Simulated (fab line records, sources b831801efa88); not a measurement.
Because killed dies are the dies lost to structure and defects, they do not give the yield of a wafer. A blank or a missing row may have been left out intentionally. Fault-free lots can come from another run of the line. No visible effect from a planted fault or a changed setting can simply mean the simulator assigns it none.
fab line records + flow gf180mcu
[record]
- lots = 13
- wafers = 39
- last-day = 34
route steps=602 shown HV_LDD@185 V1@359 M2@363
lots that met no fault: from a run of the same line without faults
start-h: hours from the record's opening day to when the first of the lot's shown wafers began + wait-h: hours from the lot's prior step to this one + " repeats the value in the row above + L1.1+2: one row covering several wafers at once + - no value, or no start was given + * or withheld: withheld + < > ~ a bound
route shown NAME@n: names a module that has steps shown in the file, with the first one's number in the route + usual: the fault-free wafers' mean and standard deviation + same: alike in all rows + chamber/n: place in a boat + sites: readings site by site + _std_site: standard deviation across them + _edge_site: the outer-site mean with the inner-site mean subtracted + radius-mm: how far each site lies from the wafer's centre + mask NAME#n: copy n + behind: tool/chamber where the wafer was last shaped + hold: why the lot was held/for how many hours/how that ended + device: which transistor (n, p or np) failed to switch + end of line: at the end of the route, the tests of the same wafers + a step without rows: its recipe alone + killed: count of dies lost to structure and defects at first sort (not the wafer's yield) + map: shows each die of a wafer: x if killed, . if not, _ if none is there
set.NAME: setting as actually run; set.NAME@STEP: the setting as run at that earlier step + model.NAME: the simulator's own value behind a step, which no gauge read
route steps across a sampled set of lots; one table per step, one row per wafer
services: when a tool's chamber went out of use (start-h, in hours from the record's first day, below 0 if earlier), for how many hours, and the reason
[[steps]]
[step GF_HV_LDD_IMPLANT_09]
[recipe]
- species = As
- energy-kev = 40
- dose-cm2 = 1e+14
- tilt-deg = 7
[usual]
- dose-ions-cm2 = 1.0001e+14/1.1e+11
- faraday-current-uA = 564/11
- tilt-deg = 7.002/0.021
| lot.wafer | tool         | chamber | start-h | wait-h | dose-ions-cm2 | faraday-current-uA | tilt-deg |
|-----------|--------------|---------|---------|--------|---------------|--------------------|----------|
| L904.1    | implanter-03 | 0       | 217.77  | 0.0    | 9.999e+13     | 555                | 7.001    |
| L904.3    | "            | 0       | "       | "      | 1.0006e+14    | 553                | 7.011    |
| L904.4    | "            | 0       | "       | "      | 9.994e+13     | 567                | 6.992    |
| L907.1    | implanter-03 | 0       | 241.23  | 0.0    | 9.994e+13     | 554                | 6.983    |
| L907.5    | "            | 0       | "       | "      | 1.0011e+14    | 553                | 6.997    |
| L907.6    | "            | 0       | "       | "      | 1.0011e+14    | 560                | 6.994    |
| L908.1    | implanter-03 | 0       | 249.02  | 0.0    | 9.999e+13     | 558                | 6.985    |
| L908.4    | "            | 0       | "       | "      | 9.996e+13     | 554                | 7.043    |
| L908.5    | "            | 0       | "       | "      | 9.988e+13     | 580                | 7.012    |
| L910.1    | implanter-04 | 0       | 264.92  | 0.0    | 1.0009e+14    | 562                | 6.990    |
| L910.4    | "            | 0       | "       | "      | 1.0015e+14    | 551                | 7.002    |
| L910.5    | "            | 0       | "       | "      | 1.0003e+14    | 555                | 7.009    |
| L909.2    | implanter-03 | 0       | 265.09  | 0.1    | 1.0019e+14    | 573                | 7.045    |
| L909.4    | "            | 0       | "       | "      | 9.983e+13     | 575                | 7.046    |
| L909.5    | "            | 0       | "       | "      | 9.993e+13     | 560                | 7.052    |
| L911.1    | implanter-04 | 0       | 274.78  | 0.0    | 9.999e+13     | 570                | 6.976    |
| L911.2    | "            | 0       | "       | "      | 9.978e+13     | 559                | 6.992    |
| L911.6    | "            | 0       | "       | "      | 1.0011e+14    | 577                | 6.973    |
| L913.1    | implanter-03 | 0       | 284.48  | 0.0    | 1.001e+14     | 560                | 7.007    |
| L913.5    | "            | 0       | "       | "      | 1.0001e+14    | 560                | 7.011    |
| L913.6    | "            | 0       | "       | "      | 9.993e+13     | 558                | 6.992    |
| L915.2    | implanter-03 | 0       | 302.10  | 0.0    | 9.994e+13     | 574                | 6.984    |
| L915.4    | "            | 0       | "       | "      | 1.0011e+14    | 567                | 6.975    |
| L915.6    | "            | 0       | "       | "      | 9.988e+13     | 576                | 6.996    |
| L916.3    | implanter-03 | 0       | 304.23  | 0.1    | 8.414e+13     | 467                | 6.993    |
| L916.5    | "            | 0       | "       | "      | 8.419e+13     | 474                | 7.003    |
| L916.6    | "            | 0       | "       | "      | 8.421e+13     | 472                | 6.991    |
| L917.1    | implanter-03 | 0       | 315.02  | 0.0    | 8.426e+13     | 487                | 7.021    |
| L917.3    | "            | 0       | "       | "      | 8.428e+13     | 467                | 7.004    |
| L917.6    | "            | 0       | "       | "      | 8.431e+13     | 477                | 7.031    |
| L918.1    | implanter-04 | 0       | 317.68  | 0.0    | 1.0002e+14    | 553                | 6.989    |
| L918.2    | "            | 0       | "       | "      | 1.0011e+14    | 564                | 7.001    |
| L918.6    | "            | 0       | "       | "      | 1.0017e+14    | 560                | 7.005    |
| L924.1    | implanter-04 | 0       | 362.25  | 0.0    | 1.002e+14     | 572                | 7.012    |
| L924.2    | "            | 0       | "       | "      | 1.0017e+14    | 587                | 7.000    |
| L924.6    | "            | 0       | "       | "      | 1.0004e+14    | 562                | 7.039    |
| L927.1    | implanter-04 | 0       | 388.08  | 0.0    | 1.0003e+14    | 565                | 6.994    |
| L927.2    | "            | 0       | "       | "      | 1.001e+14     | 564                | 6.980    |
| L927.5    | "            | 0       | "       | "      | 1.0004e+14    | 569                | 6.958    |
[step GF_HV_LDD_RS_MEAS_53]
[recipe]
- thk-meas-gauge = four-point-probe
[usual]
- HV_LDD_RS = 418.7/0.79
| lot.wafer | tool          | chamber | start-h | wait-h | HV_LDD_RS[ohm/sq] |
|-----------|---------------|---------|---------|--------|-------------------|
| L904.1    | film-metro-01 | -       | 274.01  | 0.1    | 419.3             |
| L904.3    | "             | -       | "       | "      | 419.1             |
| L904.4    | "             | -       | "       | "      | 419.4             |
| L907.1    | film-metro-01 | -       | 300.31  | 0.1    | 418.5             |
| L907.5    | "             | -       | "       | "      | 418.6             |
| L907.6    | "             | -       | "       | "      | 418.7             |
| L908.1    | film-metro-01 | -       | 308.60  | 0.1    | 418.6             |
| L908.4    | "             | -       | "       | "      | 419.1             |
| L908.5    | "             | -       | "       | "      | 419.2             |
| L910.1    | film-metro-04 | -       | 327.12  | 0.1    | 417.9             |
| L910.4    | "             | -       | "       | "      | 417.4             |
| L910.5    | "             | -       | "       | "      | 417.8             |
| L909.2    | film-metro-01 | -       | 327.22  | 0.1    | 418.0             |
| L909.4    | "             | -       | "       | "      | 417.3             |
| L909.5    | "             | -       | "       | "      | 418.2             |
| L911.1    | film-metro-01 | -       | 338.35  | 0.1    | 419.7             |
| L911.2    | "             | -       | "       | "      | 419.6             |
| L911.6    | "             | -       | "       | "      | 419.4             |
| L913.1    | film-metro-01 | -       | 348.51  | 0.1    | 419.5             |
| L913.5    | "             | -       | "       | "      | 420.0             |
| L913.6    | "             | -       | "       | "      | 419.2             |
| L915.2    | film-metro-04 | -       | 367.73  | 0.1    | 417.6             |
| L915.4    | "             | -       | "       | "      | 417.6             |
| L915.6    | "             | -       | "       | "      | 418.7             |
| L916.3    | film-metro-01 | -       | 369.95  | 0.1    | 451.4             |
| L916.5    | "             | -       | "       | "      | 451.0             |
| L916.6    | "             | -       | "       | "      | 449.8             |
| L917.1    | film-metro-03 | -       | 382.11  | 0.1    | 450.6             |
| L917.3    | "             | -       | "       | "      | 451.7             |
| L917.6    | "             | -       | "       | "      | 450.1             |
| L918.1    | film-metro-04 | -       | 384.22  | 0.1    | 418.1             |
| L918.2    | "             | -       | "       | "      | 417.8             |
| L918.6    | "             | -       | "       | "      | 419.5             |
| L924.1    | film-metro-01 | -       | 433.45  | 0.1    | 417.9             |
| L924.2    | "             | -       | "       | "      | 418.5             |
| L924.6    | "             | -       | "       | "      | 418.7             |
| L927.1    | film-metro-04 | -       | 460.56  | 0.1    | 419.8             |
| L927.2    | "             | -       | "       | "      | 420.4             |
| L927.5    | "             | -       | "       | "      | 418.9             |
[step GF_V1_RS_MEAS_24]
[recipe]
- thk-meas-gauge = four-point-probe
- reads = W_of_V1_CVD_23+TiN_of_V1_SPUTTER_22+Ti_of_V1_SPUTTER_21
[usual]
- V1_W_RS = 0.329/0.0037
| lot.wafer | tool          | chamber | start-h | wait-h | V1_W_RS[ohm/sq] |
|-----------|---------------|---------|---------|--------|-----------------|
| L904.1    | film-metro-02 | -       | 412.14  | 0.1    | 0.329           |
| L904.3    | "             | -       | "       | "      | 0.328           |
| L904.4    | "             | -       | "       | "      | 0.335           |
| L907.1    | film-metro-03 | -       | 445.38  | 0.1    | 0.326           |
| L907.5    | "             | -       | "       | "      | 0.324           |
| L907.6    | "             | -       | "       | "      | 0.333           |
| L908.1    | film-metro-03 | -       | 455.03  | 0.1    | 0.327           |
| L908.4    | "             | -       | "       | "      | 0.323           |
| L908.5    | "             | -       | "       | "      | 0.326           |
| L910.1    | film-metro-02 | -       | 474.38  | 0.1    | 0.328           |
| L910.4    | "             | -       | "       | "      | 0.330           |
| L910.5    | "             | -       | "       | "      | 0.337           |
| L909.2    | film-metro-04 | -       | 476.18  | 0.1    | 0.328           |
| L909.4    | "             | -       | "       | "      | 0.333           |
| L909.5    | "             | -       | "       | "      | 0.327           |
| L911.1    | film-metro-02 | -       | 487.85  | 0.1    | 0.327           |
| L911.2    | "             | -       | "       | "      | 0.327           |
| L911.6    | "             | -       | "       | "      | 0.327           |
| L913.1    | film-metro-04 | -       | 498.56  | 0.1    | 0.325           |
| L913.5    | "             | -       | "       | "      | 0.326           |
| L913.6    | "             | -       | "       | "      | 0.327           |
| L915.2    | film-metro-03 | -       | 518.96  | 0.1    | 0.327           |
| L915.4    | "             | -       | "       | "      | 0.325           |
| L915.6    | "             | -       | "       | "      | 0.325           |
| L916.3    | film-metro-03 | -       | 519.69  | 0.1    | 0.333           |
| L916.5    | "             | -       | "       | "      | 0.330           |
| L916.6    | "             | -       | "       | "      | 0.328           |
| L917.1    | film-metro-04 | -       | 533.33  | 0.1    | 0.328           |
| L917.3    | "             | -       | "       | "      | 0.327           |
| L917.6    | "             | -       | "       | "      | 0.331           |
| L918.1    | film-metro-02 | -       | 534.77  | 0.1    | 0.335           |
| L918.2    | "             | -       | "       | "      | 0.332           |
| L918.6    | "             | -       | "       | "      | 0.331           |
| L924.1    | film-metro-04 | -       | 581.83  | 0.1    | 0.328           |
| L924.2    | "             | -       | "       | "      | 0.330           |
| L924.6    | "             | -       | "       | "      | 0.333           |
| L927.1    | film-metro-04 | -       | 606.40  | 0.1    | 0.327           |
| L927.2    | "             | -       | "       | "      | 0.329           |
| L927.5    | "             | -       | "       | "      | 0.328           |
[step GF_M2_SPUTTER_01]
[recipe]
- material = TiN
- target-thk-nm = 30
- power-w = 6500
- time-s = 25
- chamber-pressure-pa = 0.4
[usual]
- throttle-valve-pct = 29.6/1
| lot.wafer | tool           | chamber | start-h | wait-h | throttle-valve-pct |
|-----------|----------------|---------|---------|--------|--------------------|
| L904.1    | pvd-sputter-04 | -       | 412.72  | 0.1    | 32.2               |
| L904.3    | "              | -       | "       | "      | 29.8               |
| L904.4    | "              | -       | "       | "      | 29.5               |
| L907.1    | pvd-sputter-04 | -       | 445.96  | 0.1    | 32.5               |
| L907.5    | "              | -       | "       | "      | 29.1               |
| L907.6    | "              | -       | "       | "      | 29.6               |
| L908.1    | pvd-sputter-01 | -       | 455.61  | 0.1    | 29.4               |
| L908.4    | "              | -       | "       | "      | 27.9               |
| L908.5    | "              | -       | "       | "      | 29.5               |
| L910.1    | pvd-sputter-03 | -       | 474.96  | 0.1    | 29.3               |
| L910.4    | "              | -       | "       | "      | 28.4               |
| L910.5    | "              | -       | "       | "      | 30.6               |
| L909.2    | pvd-sputter-03 | -       | 476.74  | 0.1    | 28.7               |
| L909.4    | "              | -       | "       | "      | 29.6               |
| L909.5    | "              | -       | "       | "      | 28.8               |
| L911.1    | pvd-sputter-03 | -       | 488.65  | 0.1    | 30.3               |
| L911.2    | "              | -       | "       | "      | 28.8               |
| L911.6    | "              | -       | "       | "      | 28.6               |
| L913.1    | pvd-sputter-04 | -       | 499.14  | 0.1    | 29.2               |
| L913.5    | "              | -       | "       | "      | 28.7               |
| L913.6    | "              | -       | "       | "      | 29.4               |
| L915.2    | pvd-sputter-03 | -       | 519.52  | 0.1    | 29.5               |
| L915.4    | "              | -       | "       | "      | 30.6               |
| L915.6    | "              | -       | "       | "      | 30.2               |
| L916.3    | pvd-sputter-01 | -       | 520.23  | 0.1    | 28.0               |
| L916.5    | "              | -       | "       | "      | 29.5               |
| L916.6    | "              | -       | "       | "      | 28.0               |
| L917.1    | pvd-sputter-01 | -       | 533.91  | 0.1    | 29.7               |
| L917.3    | "              | -       | "       | "      | 29.6               |
| L917.6    | "              | -       | "       | "      | 29.2               |
| L918.1    | pvd-sputter-04 | -       | 535.35  | 0.1    | 32.2               |
| L918.2    | "              | -       | "       | "      | 29.0               |
| L918.6    | "              | -       | "       | "      | 29.9               |
| L924.1    | pvd-sputter-03 | -       | 582.41  | 0.1    | 30.9               |
| L924.2    | "              | -       | "       | "      | 29.9               |
| L924.6    | "              | -       | "       | "      | 30.5               |
| L927.1    | pvd-sputter-03 | -       | 606.98  | 0.1    | 28.7               |
| L927.2    | "              | -       | "       | "      | 29.6               |
| L927.5    | "              | -       | "       | "      | 30.8               |
[step GF_M2_SPUTTER_04]
[recipe]
- material = TiN
- target-thk-nm = 50
- power-w = 6500
- time-s = 41.7
- chamber-pressure-pa = 0.4
[usual]
- throttle-valve-pct = 29.6/1
| lot.wafer | tool           | chamber | start-h | wait-h | throttle-valve-pct |
|-----------|----------------|---------|---------|--------|--------------------|
| L904.1    | pvd-sputter-04 | -       | 412.80  | 0.0    | 32.3               |
| L904.3    | "              | -       | "       | "      | 29.8               |
| L904.4    | "              | -       | "       | "      | 29.4               |
| L907.1    | pvd-sputter-04 | -       | 446.04  | 0.0    | 32.3               |
| L907.5    | "              | -       | "       | "      | 29.0               |
| L907.6    | "              | -       | "       | "      | 29.5               |
| L908.1    | pvd-sputter-01 | -       | 455.70  | 0.0    | 29.5               |
| L908.4    | "              | -       | "       | "      | 28.0               |
| L908.5    | "              | -       | "       | "      | 29.3               |
| L910.1    | pvd-sputter-03 | -       | 475.04  | 0.0    | 29.5               |
| L910.4    | "              | -       | "       | "      | 28.7               |
| L910.5    | "              | -       | "       | "      | 30.8               |
| L909.2    | pvd-sputter-03 | -       | 476.82  | 0.0    | 28.8               |
| L909.4    | "              | -       | "       | "      | 29.5               |
| L909.5    | "              | -       | "       | "      | 28.7               |
| L911.1    | pvd-sputter-03 | -       | 488.74  | 0.0    | 30.5               |
| L911.2    | "              | -       | "       | "      | 28.6               |
| L911.6    | "              | -       | "       | "      | 28.7               |
| L913.1    | pvd-sputter-04 | -       | 499.22  | 0.0    | 29.5               |
| L913.5    | "              | -       | "       | "      | 28.7               |
| L913.6    | "              | -       | "       | "      | 29.5               |
| L915.2    | pvd-sputter-03 | -       | 519.60  | 0.0    | 29.3               |
| L915.4    | "              | -       | "       | "      | 30.7               |
| L915.6    | "              | -       | "       | "      | 30.3               |
| L916.3    | pvd-sputter-01 | -       | 520.31  | 0.0    | 28.1               |
| L916.5    | "              | -       | "       | "      | 29.4               |
| L916.6    | "              | -       | "       | "      | 28.2               |
| L917.1    | pvd-sputter-01 | -       | 533.99  | 0.0    | 29.6               |
| L917.3    | "              | -       | "       | "      | 29.1               |
| L917.6    | "              | -       | "       | "      | 29.5               |
| L918.1    | pvd-sputter-04 | -       | 535.43  | 0.0    | 32.5               |
| L918.2    | "              | -       | "       | "      | 29.0               |
| L918.6    | "              | -       | "       | "      | 29.7               |
| L924.1    | pvd-sputter-03 | -       | 582.49  | 0.0    | 30.8               |
| L924.2    | "              | -       | "       | "      | 29.4               |
| L924.6    | "              | -       | "       | "      | 30.6               |
| L927.1    | pvd-sputter-03 | -       | 607.06  | 0.0    | 28.7               |
| L927.2    | "              | -       | "       | "      | 29.8               |
| L927.5    | "              | -       | "       | "      | 30.9               |
[[services]]
| tool           | chamber | start-h | hours | kind   |
|----------------|---------|---------|-------|--------|
| implanter-04   | -       | 200.04  | 3.6   | repair |
| implanter-04   | -       | 222.35  | 1.9   | repair |
| implanter-04   | -       | 239.35  | 15.8  | repair |
| pvd-sputter-03 | -       | 251.74  | 4.3   | repair |
| pvd-sputter-01 | -       | 265.94  | 0.6   | repair |
| implanter-04   | -       | 272.09  | 1.8   | repair |
| pvd-sputter-04 | -       | 295.35  | 0.5   | repair |
| implanter-04   | -       | 313.50  | 4.0   | repair |
| implanter-04   | -       | 332.32  | 1.2   | repair |
| pvd-sputter-01 | -       | 404.55  | 2.6   | repair |
| implanter-04   | -       | 405.21  | 1.1   | repair |
| implanter-04   | -       | 455.05  | 2.5   | pm     |
| implanter-04   | -       | 457.89  | 4.1   | repair |
| implanter-03   | -       | 458.08  | 2.0   | repair |
| pvd-sputter-04 | -       | 508.53  | 3.4   | repair |
| implanter-03   | -       | 516.21  | 5.7   | repair |
| pvd-sputter-03 | -       | 522.53  | 13.6  | repair |
| implanter-03   | -       | 548.40  | 3.6   | repair |
| pvd-sputter-04 | -       | 569.29  | 9.8   | repair |
| pvd-sputter-04 | -       | 575.54  | 103.3 | repair |
| pvd-sputter-04 | -       | 580.15  | 2.5   | repair |
| pvd-sputter-01 | -       | 581.00  | 3.0   | repair |
| implanter-03   | -       | 590.64  | 3.3   | repair |
| implanter-03   | -       | 605.77  | 3.0   | pm     |
[[key]]
[first-sign]
- step = GF_HV_LDD_IMPLANT_09
- reading = dose-ions-cm2
- direction = down
- sigmas = 99+
- usual = 1.0001e+14
- struck = 8.423e+13
[effect]
- step = GF_HV_LDD_IMPLANT_09
- reading = faraday-current-uA
- direction = down
- sigmas = 8.3
- usual = 564
- struck = 474
[effect]
- step = GF_HV_LDD_RS_MEAS_53
- reading = HV_LDD_RS
- direction = up
- sigmas = 40
- usual = 418.7
- struck = 450.8
met-at GF_HV_LDD_IMPLANT_09
struck-lots L916,L917
tester-left-out L916,L917
not-acting-at GF_V1_RS_MEAS_24,GF_M2_SPUTTER_01,GF_M2_SPUTTER_04
onset-between 302.10 304.23
[fault]
- kind = process-parameter-drift
- tool = implanter-03
- chamber = -
- onset-h = 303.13
- steps = GF_HV_LDD_IMPLANT_09
- channel = dose-cm2
- offset = -1.573e+13
- shape = step
- end-h = 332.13
- acts-in = these-recipes-only
- stated = 1e+14
// tester-left-out: of these lots the tester's yield and bins aren't shown, on N5 and GAA mostly nor the transistor test; their killed dies are dies lost to structure and defects alone, not to doping, threshold or leakage, so they don't give the yield
